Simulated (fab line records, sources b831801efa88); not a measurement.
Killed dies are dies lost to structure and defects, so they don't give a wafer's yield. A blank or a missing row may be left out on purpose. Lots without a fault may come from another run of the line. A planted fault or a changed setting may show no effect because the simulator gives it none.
fab line records | flow sky130
record lots=6 wafers=18 last_day=50
route steps=708 shown LDD_HVN@274 LDD_HVP@278 PAD_OPEN@708
lots that met no fault: from a run of the same line without faults
start_h: hours from the record's first day to the start of the lot's first wafer shown | wait_h: hours since the lot's step before | " the same as in the row above | L1.1+2: a row that stands for several wafers | - no value, or no start given | * or withheld: withheld | < > ~ a bound
route shown NAME@n: a module of which the file shows steps, and the number in the route of the first | usual: mean/standard deviation of fault-free wafers | same: alike in all rows | chamber/n: place in a boat | sites: the reading at each site | _std_site: their standard deviation | _edge_site: outer sites' mean less inner sites' | radius_mm: how far each site lies from the wafer's centre | mask NAME#n: copy n | behind: the tool/chamber that last shaped the wafer | hold: why the lot was held/for how many hours/how that ended | device: the transistor (n, p or np) that didn't switch | end of line: the same wafers' tests at the end of the route | a step without rows: its recipe alone | killed: dies lost to structure and defects at the first sort, not the wafer's yield | map: a wafer's dies, x killed, . not, _ none there
set.NAME: the setting as run; set.NAME@STEP: as run at that earlier step | model.NAME: the simulator's own value behind a step, which no gauge read
lots at some steps of the route; a table a step, a row a wafer
services: from which hour (start_h, from the record's first day; less than 0 if before it) a tool's chamber was out of use, for how many hours, and why
## steps
# step SKY_LDD_HVN_OVL_MEAS_07
# usual LDD_HVN_OVL=-0.9/1.4
# columns lot.wafer tool chamber start_h wait_h LDD_HVN_OVL[nm]
L658.1 overlay-02 - 520.14 0.1 3.0
L658.3 " - " " 1.0
L658.5 " - " " 1.9
L660.1 overlay-01 - 550.60 0.1 -0.8
L660.3 " - " " -2.5
L660.6 " - " " -3.3
L661.2 overlay-01 - 568.51 0.1 -1.8
L661.3 " - " " -1.3
L661.4 " - " " -3.9
L666.1 overlay-02 - 609.40 0.1 -2.2
L666.3 " - " " -1.3
L666.4 " - " " -1.8
L670.2 overlay-01 - 622.09 0.1 -3.7
L670.4 " - " " -1.7
L670.6 " - " " -0.2
L674.3 overlay-01 - 651.42 0.1 -1.4
L674.4 " - " " -0.8
L674.5 " - " " -0.3
# step SKY_LDD_HVN_IMPLANT_08
# recipe species=P energy_kev=60 dose_cm2=3.035e+13 tilt_deg=40
# step SKY_LDD_HVN_STRIP_09
# recipe chemistry=O2/N2 power_w=1400 pressure_mtorr=1500 platen_temp_c=withheld o2_flow_sccm=3000 n2_flow_sccm=300 overash_fraction=0.5
# usual chamber_pressure_mTorr=1500.0/1.4 drypump_motor_current_A=5.5/0.45 oes_product_au=0.408/0.0041 strip_time_to_endpoint_s=4.134/0.013
# same overash_fraction=0.5
# columns lot.wafer tool chamber start_h wait_h chamber_pressure_mTorr drypump_motor_current_A oes_product_au rf_hours_counter_h strip_time_to_endpoint_s
L658.1 plasma_asher-04 0 520.32 0.1 1500.7 4.9 0.409 70 4.151
L658.3 " 0 " " 1500.8 5.0 0.412 - 4.141
L658.5 " 1 " " 1498.9 5.9 0.407 - 4.158
L660.1 plasma_asher-03 1 550.79 0.1 1498.8 6.0 0.414 12 4.159
L660.3 " 1 " " 1499.2 6.0 0.410 - 4.150
L660.6 " 1 " " 1500.4 6.0 0.405 - 4.169
L661.2 plasma_asher-02 0 568.69 0.1 1501.0 5.0 0.414 91 4.176
L661.3 " 0 " " 1499.1 5.0 0.410 - 4.139
L661.4 " 1 " " 1499.6 5.0 0.407 - 4.126
L666.1 plasma_asher-02 0 609.59 0.1 1498.3 5.0 0.408 95 4.137
L666.3 " 1 " " 1499.7 4.9 0.409 - 4.130
L666.4 " 0 " " 1499.9 5.0 0.402 - 4.133
L670.2 plasma_asher-02 0 622.27 0.1 1499.4 5.0 0.405 95 4.141
L670.4 " 1 " " 1498.0 4.9 0.404 - 4.134
L670.6 " 1 " " 1499.2 4.9 0.408 - 4.135
L674.3 plasma_asher-04 0 651.63 0.1 1500.5 5.0 0.411 - 4.143
L674.4 " 1 " " 1498.8 5.9 0.414 - 4.130
L674.5 " 0 " " 1501.8 5.0 0.407 - 4.141
# step SKY_LDD_HVN_TW_MEAS_10
# usual LDD_HVN_TW=1442/24
# columns lot.wafer tool chamber start_h wait_h LDD_HVN_TW
L658.1 film_metro-03 - 520.42 0.1 1471
L658.3 " - " " 1457
L658.5 " - " " 1475
L660.1 film_metro-01 - 550.89 0.1 1451
L660.3 " - " " 1447
L660.6 " - " " 1444
L661.2 film_metro-01 - 568.80 0.1 1450
L661.3 " - " " 1445
L661.4 " - " " 1444
L666.1 film_metro-04 - 609.69 0.1 1407
L666.3 " - " " 1414
L666.4 " - " " 1409
L670.2 film_metro-04 - 622.38 0.1 1415
L670.4 " - " " 1415
L670.6 " - " " 1405
L674.3 film_metro-04 - 651.71 0.1 1413
L674.4 " - " " 1410
L674.5 " - " " 1407
# step SKY_LDD_HVP_DEHYDRATE_00
# recipe temp_c=200 time_s=60
# step SKY_LDD_HVP_HMDS_01
# recipe prime_time_s=60 prime_temp_c=120
# step SKY_LDD_HVP_COAT_02
# recipe resist=NOVOLAK spin_rpm=3000 resist_thk_nm=300
# step SKY_LDD_HVP_SOFTBAKE_03
# recipe temp_c=90 time_s=60 resist=NOVOLAK
# step SKY_LDD_HVP_EXPOSE_04
# recipe mask_id=HVPTM na=0.6 source_shape=conventional sigma_outer=0.6 polarization=unpolarized target_cd_nm=700 dose_mj=86
# step SKY_LDD_HVP_PEB_05
# recipe temp_c=withheld time_s=* resist=NOVOLAK
# step SKY_LDD_HVP_DEVELOP_06
# recipe resist=NOVOLAK developer=TMAH develop_time_s=60 dev_temp_c=23
# step SKY_LDD_HVP_OVL_MEAS_07
# usual LDD_HVP_OVL=-1.0/1.3
# columns lot.wafer tool chamber start_h wait_h LDD_HVP_OVL[nm]
L658.1 overlay-01 - 549.70 0.1 -1.5
L658.3 " - " " -0.4
L658.5 " - " " -1.0
L660.1 overlay-02 - 580.78 0.1 -0.5
L660.3 " - " " -0.8
L660.6 " - " " -0.4
L661.2 overlay-02 - 597.79 0.1 -3.2
L661.3 " - " " -3.8
L661.4 " - " " -3.2
L666.1 overlay-02 - 637.89 0.1 -1.6
L666.3 " - " " -1.4
L666.4 " - " " -1.2
L670.2 overlay-02 - 650.91 0.1 -2.2
L670.4 " - " " -1.4
L670.6 " - " " -1.7
L674.3 overlay-01 - 679.31 0.1 -2.1
L674.4 " - " " -2.6
L674.5 " - " " -1.7
# step SKY_LDD_HVP_IMPLANT_08
# recipe species=B energy_kev=20 dose_cm2=1.7e+13 tilt_deg=17.9
# usual beam_energy_keV=19.999/0.0058 beam_on_s=9.97/0.21
# columns lot.wafer tool chamber start_h wait_h beam_energy_keV beam_on_s model.implant.rp_nm model.implant.drp_nm
L658.1 implanter-01 0 549.74 0.0 19.995 9.83 66.73 28.53
L658.3 " 0 " " 19.996 10.18 66.73 28.53
L658.5 " 0 " " 20.001 9.78 66.73 28.53
L660.1 implanter-03 0 580.82 0.0 19.162 9.74 57.9 27.69
L660.3 " 0 " " 19.160 9.95 57.9 27.69
L660.6 " 0 " " 19.164 9.85 57.9 27.69
L661.2 implanter-03 0 597.84 0.0 19.175 10.04 60.83 27.69
L661.3 " 0 " " 19.171 10.03 60.83 27.69
L661.4 " 0 " " 19.158 9.62 60.83 27.69
L666.1 implanter-04 0 637.92 0.0 19.996 9.71 65.58 28.53
L666.3 " 0 " " 19.993 10.08 65.58 28.53
L666.4 " 0 " " 20.002 10.15 65.58 28.53
L670.2 implanter-04 0 650.96 0.0 19.997 9.92 63.18 28.53
L670.4 " 0 " " 19.995 10.07 63.18 28.53
L670.6 " 0 " " 19.995 9.92 63.18 28.53
L674.3 implanter-03 0 679.39 0.1 19.998 10.10 64.94 28.53
L674.4 " 0 " " 20.000 10.07 64.94 28.53
L674.5 " 0 " " 19.998 9.82 64.94 28.53
# step SKY_LDD_HVP_STRIP_09
# recipe chemistry=O2/N2 power_w=1400 pressure_mtorr=1500 platen_temp_c=withheld o2_flow_sccm=3000 n2_flow_sccm=300 overash_fraction=0.5
# usual chamber_pressure_mTorr=1500.2/1.5 drypump_motor_current_A=5.4/0.4 oes_product_au=0.409/0.0044 strip_time_to_endpoint_s=4.136/0.013
# same overash_fraction=0.5
# columns lot.wafer tool chamber start_h wait_h chamber_pressure_mTorr drypump_motor_current_A oes_product_au rf_hours_counter_h strip_time_to_endpoint_s
L658.1 plasma_asher-04 1 549.89 0.1 1499.6 5.9 0.415 73 4.121
L658.3 " 0 " " 1500.1 5.0 0.415 - 4.136
L658.5 " 1 " " 1501.0 5.8 0.410 - 4.140
L660.1 plasma_asher-04 1 580.97 0.1 1500.0 5.9 0.410 76 4.105
L660.3 " 1 " " 1501.0 5.9 0.398 - 4.136
L660.6 " 1 " " 1501.5 5.9 0.404 - 4.117
L661.2 plasma_asher-02 1 597.97 0.1 1499.0 4.9 0.414 93 4.147
L661.3 " 1 " " 1500.2 4.9 0.405 - 4.140
L661.4 " 0 " " 1498.3 5.0 0.404 - 4.134
L666.1 plasma_asher-04 0 638.07 0.1 1500.5 5.0 0.399 82 4.145
L666.3 " 0 " " 1500.7 5.0 0.404 - 4.155
L666.4 " 1 " " 1500.8 5.9 0.404 - 4.129
L670.2 plasma_asher-01 0 651.09 0.1 1498.7 5.3 0.411 48 4.131
L670.4 " 1 " " 1498.1 5.8 0.399 - 4.151
L670.6 " 1 " " 1498.4 5.8 0.407 - 4.146
L674.3 plasma_asher-02 0 679.52 0.1 1502.2 5.0 0.402 - 4.130
L674.4 " 1 " " 1500.7 5.0 0.403 - 4.151
L674.5 " 1 " " 1500.6 4.9 0.405 - 4.128
# step SKY_PAD_OPEN_PROBE_99
# usual killed_at_M0_to_M3=43/6.5 killed_at_M4_up=3.1/1.8 killed_at_contacts=24/4.8 killed_at_front_end=15/4.7 killed_at_other=0.3/0.58 killed_dies=86/8.6 killed_open=47/6.7 killed_short=39/6.1
# same gross_dies=492 killed_at_back_side=0
# columns lot.wafer tool chamber start_h wait_h killed_at_M0_to_M3 killed_at_M4_up killed_at_contacts killed_at_front_end killed_at_other killed_dies killed_open killed_short
L674.3 prober-02 - 1194.06 0.2 38 5 24 8 1 76 36 40
L674.4 prober-02 - 1194.11 0.2 47 5 21 9 2 84 48 36
L674.5 prober-02 - 1194.16 0.2 41 8 23 11 0 83 38 45
# killed by level:class
L674.3 CONTACT:geometric_particle:open=7 VIA1:geometric_particle:open=7 METAL1:geometric_particle:short=7 LI_CONTACT:geometric_particle:short=5 LI_CONTACT:geometric_particle:open=5 METAL1:geometric_particle:open=4 VIA1:geometric_particle:short=4 CONTACT:geometric_particle:short=4
L674.4 VIA2:geometric_particle:open=17 LI_CONTACT:geometric_particle:open=7 VIA1:geometric_particle:open=7 METAL2:geometric_particle:short=6 VIA3:geometric_particle:open=5 VIA2:geometric_particle:short=5 METAL4:geometric_particle:short=5 POLY_GATE:geometric_particle:short=4
L674.5 CONTACT:geometric_particle:open=11 METAL1:geometric_particle:short=8 METAL4:geometric_particle:short=8 VIA2:geometric_particle:open=7 VIA1:geometric_particle:open=6 VIA1:geometric_particle:short=5 METAL2:geometric_particle:short=5 POLY_GATE:geometric_particle:short=4
## services
# columns tool chamber start_h hours kind
implanter-01 - 500.76 0.9 repair
implanter-03 - 506.87 3.0 repair
implanter-01 - 512.18 5.8 repair
implanter-04 - 521.01 0.5 repair
plasma_asher-02 - 610.52 5.1 repair
plasma_asher-03 - 638.66 2.8 pm
plasma_asher-02 - 639.31 1.4 repair
implanter-04 - 640.16 1.8 repair
implanter-01 - 648.37 0.7 repair
implanter-03 - 651.59 6.1 pm
implanter-03 - 660.09 3.6 repair
plasma_asher-04 - 677.54 28.1 pm
## key
first_sign step=SKY_LDD_HVP_IMPLANT_08 reading=beam_energy_keV direction=down sigmas=99+ usual=* struck=*
effect none on later readings
model_effect step=SKY_LDD_HVP_IMPLANT_08 value=implant.rp_nm without=61.93 struck=59.37
met_at SKY_LDD_HVP_IMPLANT_08
struck_wafers L660.1,L660.3,L660.6,L661.2,L661.3,L661.4
tester_left_out L660,L661
fault kind=process_parameter_drift tool=implanter-03 chamber=- onset_h=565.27 steps=SKY_LDD_HVP_IMPLANT_08 channel=energy_kev offset=* shape=step end_h=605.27 acts_in=* stated=*
# tester_left_out: of these lots the tester's yield and bins aren't shown, on N5 and GAA mostly nor the transistor test; their killed dies are dies lost to structure and defects alone, not to doping, threshold or leakage, so they don't give the yield
